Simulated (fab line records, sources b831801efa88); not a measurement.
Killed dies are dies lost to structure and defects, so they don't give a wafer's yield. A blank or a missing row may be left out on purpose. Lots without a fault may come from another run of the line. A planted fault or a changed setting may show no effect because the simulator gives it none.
Which tool did it? | flow sky130 | 11 lots, 33 wafers sampled, at 5 steps of a route of 708

WHAT THE GAUGES READ, wafer by wafer
SKY_CONTACT_RS_MEAS_25: measures by four-point-probe. Usual: CONTACT_W_RS 0.339 ohm/sq, standard deviation 0.0055.
lot  | measured     | on            | CONTACT_W_RS (ohm/sq) | flag
L428 | day 33 03:50 | film_metro-03 | 0.328 0.327 0.338     |
L429 | day 33 05:46 | film_metro-02 | 0.343 0.341 0.345     |
L431 | day 34 01:50 | film_metro-04 | 0.337 0.336 0.327     |
L433 | day 34 11:47 | film_metro-02 | 0.343 0.341 0.342     |
L436 | day 35 10:08 | film_metro-04 | 0.343 0.336 0.343     |
L437 | day 35 15:34 | film_metro-02 | 0.344 0.347 0.344     |
L439 | day 35 23:37 | film_metro-02 | 0.331 0.342 0.339     |
L440 | day 36 12:12 | film_metro-04 | 0.343 0.346 0.345     |
L441 | day 36 13:13 | film_metro-04 | 0.339 0.346 0.341     |
L442 | day 36 18:16 | film_metro-02 | 0.342 0.337 0.341     |
L449 | day 38 20:33 | film_metro-02 | 0.342 0.342 0.345     |

SKY_VIA1_THK_MEAS_01. Usual: VIA1_HDPCVD_THK 1022 nm, standard deviation 9.7.
lot  | measured     | on            | VIA1_HDPCVD_THK (nm) | flag
L428 | day 34 08:59 | film_metro-03 | 1025 1011 1014       |
L429 | day 34 10:39 | film_metro-03 | 1016 1029 1009       |
L431 | day 35 05:46 | film_metro-04 | 1048 1037 1030       |
L433 | day 35 16:55 | film_metro-01 | 1033 1021 1041       |
L436 | day 36 14:56 | film_metro-03 | 1017 1022 1025       |
L437 | day 36 19:59 | film_metro-04 | 1023 1026 1039       |
L439 | day 37 04:20 | film_metro-04 | 1032 1021 1014       |
L440 | day 37 17:09 | film_metro-01 | 1017 1019 1007       |
L441 | day 37 18:22 | film_metro-04 | 1025 1009 867        | OFF
L442 | day 37 23:38 | film_metro-04 | 876 1012 1016        | OFF
L449 | day 39 23:18 | film_metro-01 | 1028 1022 1030       |

WHICH TOOL RAN EACH LOT (tool, then ch and the chambers of the sampled wafers, then the start)
lot  | SKY_LOCAL_INTERCONNECT_STRIP_15      | SKY_CONTACT_ETCH_16                | SKY_VIA1_HDPCVD_00
L428 | plasma_asher-04 ch 0,1, day 31 21:10 | rie_diel-04 ch 1,3, day 33 02:52   | hdpcvd-02 ch 0,1,2, day 34 08:52
L429 | plasma_asher-04 ch 0,1, day 31 23:19 | rie_diel-04 ch 1,2, day 33 04:49   | hdpcvd-01 ch 1,2, day 34 10:32
L431 | plasma_asher-04 ch 0,1, day 32 20:31 | rie_diel-03 ch 0,1,3, day 34 00:52 | hdpcvd-02 ch 0,1,2, day 35 05:38
L433 | plasma_asher-02 ch 0, day 33 06:28   | rie_diel-01 ch 0,2,3, day 34 10:52 | hdpcvd-01 ch 0,1,2, day 35 16:48
L436 | plasma_asher-04 ch 0,1, day 34 05:32 | rie_diel-04 ch 1,2,3, day 35 09:14 | hdpcvd-02 ch 0,1, day 36 14:46
L437 | plasma_asher-04 ch 0,1, day 34 10:20 | rie_diel-01 ch 0,1,2, day 35 14:40 | hdpcvd-01 ch 0,1, day 36 19:52
L439 | plasma_asher-01 ch 0,1, day 34 19:13 | rie_diel-04 ch 0,1,3, day 35 22:43 | hdpcvd-01 ch 0,1,2, day 37 04:13
L440 | plasma_asher-01 ch 0,1, day 35 06:53 | rie_diel-03 ch 1,2, day 36 11:17   | hdpcvd-02 ch 0,1, day 37 16:59
L441 | plasma_asher-01 ch 1, day 35 08:22   | rie_diel-01 ch 0,2, day 36 12:19   | hdpcvd-01 ch 0,1,2, day 37 18:15
L442 | plasma_asher-02 ch 0,1, day 35 13:10 | rie_diel-03 ch 1,2,3, day 36 17:22 | hdpcvd-01 ch 0,1,2, day 37 23:32
L449 | plasma_asher-04 ch 0,1, day 37 17:04 | rie_diel-03 ch 0,2,3, day 38 19:31 | hdpcvd-02 ch 0,1, day 39 23:08
- SKY_LOCAL_INTERCONNECT_STRIP_15: strips in O2/N2.
- SKY_CONTACT_ETCH_16: etches BARC in N2/H2, stops on SiO2, time 45.9 s, target depth 60 nm.
- SKY_VIA1_HDPCVD_00: deposits SiO2, target thk 1030 nm, time 171.7 s.

WHAT THE TOOLS THEMSELVES READ (means of the sampled wafers that have a number; where no wafer has one, the mark that the record gives instead)
SKY_LOCAL_INTERCONNECT_STRIP_15. Usual: drypump_motor_current_A 5.8 A, standard deviation 0.43; oes_product_au 0.427 a.u., standard deviation 0.0045; strip_time_to_endpoint_s 4.732 s, standard deviation 0.016.
lot  | tool            | drypump_motor_current_A (A) | oes_product_au (a.u.) | strip_time_to_endpoint_s (s) | flag
L428 | plasma_asher-04 | 6.1                         | 0.426                 | 4.727                        |
L429 | plasma_asher-04 | 6.1                         | 0.425                 | 4.730                        |
L431 | plasma_asher-04 | 6.1                         | 0.429                 | 4.708                        |
L433 | plasma_asher-02 | 5.7                         | 0.426                 | 4.744                        |
L436 | plasma_asher-04 | 6.1                         | 0.433                 | 4.757                        |
L437 | plasma_asher-04 | 6.2                         | 0.430                 | 4.726                        |
L439 | plasma_asher-01 | 5.5                         | 0.424                 | 4.729                        |
L440 | plasma_asher-01 | 5.5                         | 0.426                 | 4.717                        |
L441 | plasma_asher-01 | 5.7                         | 0.424                 | 4.726                        |
L442 | plasma_asher-02 | 5.5                         | 0.429                 | 4.732                        |
L449 | plasma_asher-04 | 6.2                         | 0.433                 | 4.745                        |

SKY_CONTACT_ETCH_16. Usual: drypump_motor_current_A 6.0 A, standard deviation 0.36; oes_product_au 0.856 a.u., standard deviation 0.0048; throttle_valve_pct 13.225 %, standard deviation 0.0087.
lot  | tool        | drypump_motor_current_A (A) | oes_product_au (a.u.) | throttle_valve_pct (%) | flag
L428 | rie_diel-04 | 5.6                         | 0.857                 | 13.225                 |
L429 | rie_diel-04 | 6.0                         | 0.855                 | 13.229                 |
L431 | rie_diel-03 | 6.3                         | 0.854                 | 13.225                 |
L433 | rie_diel-01 | 6.2                         | 0.857                 | 13.233                 |
L436 | rie_diel-04 | 5.9                         | 0.852                 | 13.221                 |
L437 | rie_diel-01 | 6.1                         | 0.855                 | 13.223                 |
L439 | rie_diel-04 | 5.9                         | 0.853                 | 13.228                 |
L440 | rie_diel-03 | 5.8                         | 0.855                 | 13.229                 |
L441 | rie_diel-01 | 6.4                         | 0.854                 | 13.219                 |
L442 | rie_diel-03 | 6.0                         | 0.857                 | 13.219                 |
L449 | rie_diel-03 | 6.1                         | 0.855                 | 13.221                 |

SKY_VIA1_HDPCVD_00. Usual: run_length_s 199.6 s, standard deviation 0.43.
lot  | tool      | run_length_s (s) | flag
L428 | hdpcvd-02 | 200.0            |
L429 | hdpcvd-01 | 199.1            |
L431 | hdpcvd-02 | 199.6            |
L433 | hdpcvd-01 | 199.7            |
L436 | hdpcvd-02 | 199.7            |
L437 | hdpcvd-01 | 199.6            |
L439 | hdpcvd-01 | 199.5            |
L440 | hdpcvd-02 | 199.4            |
L441 | hdpcvd-01 | 190.8            | OFF
L442 | hdpcvd-01 | 191.4            | OFF
L449 | hdpcvd-02 | 199.5            |

THE ANSWER, worked out from the rows above alone
Rule: a lot is off if the mean of its wafers that have a number lies more than 3 standard deviations from the usual mean. A lot without any number at a reading at which 4 lots or more have one is off too. The other lots that the step has rows for count as sound. The gauges are gone through in route order, then the tools' own readings, and for those a lot's mean is taken as printed above. The first step at which some lot is off is used, and at that step the reading that is off furthest; a lot without a number counts as furthest.
Off: L441, L442, at SKY_VIA1_THK_MEAS_01 (VIA1_HDPCVD_THK).
A tool fits if, at a process step before that reading, it ran every lot that is off, and no sound lot after the first of them. The gauges at SKY_VIA1_THK_MEAS_01 aren't tried: what is off there is off at SKY_VIA1_HDPCVD_00 too, on other tools, and a gauge's error can't cause that. One fits: hdpcvd-01 at SKY_VIA1_HDPCVD_00. Its last sound lot is L439 (day 37 04:13), its first lot that is off L441 (day 37 18:15): a fault that began between those two fits.
The tool's own readings at SKY_VIA1_HDPCVD_00 bear it out: on the lots that are off they differ by more than 5 times the standard deviation of the sound lots' means. run_length_s reads 191.1 s there against 199.6 s on the sound lots.

WHAT THE SIMULATOR HAD PUT IN
Process parameter drift: hdpcvd-01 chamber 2, from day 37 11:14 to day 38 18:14, at SKY_VIA1_HDPCVD_00. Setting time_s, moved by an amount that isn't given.
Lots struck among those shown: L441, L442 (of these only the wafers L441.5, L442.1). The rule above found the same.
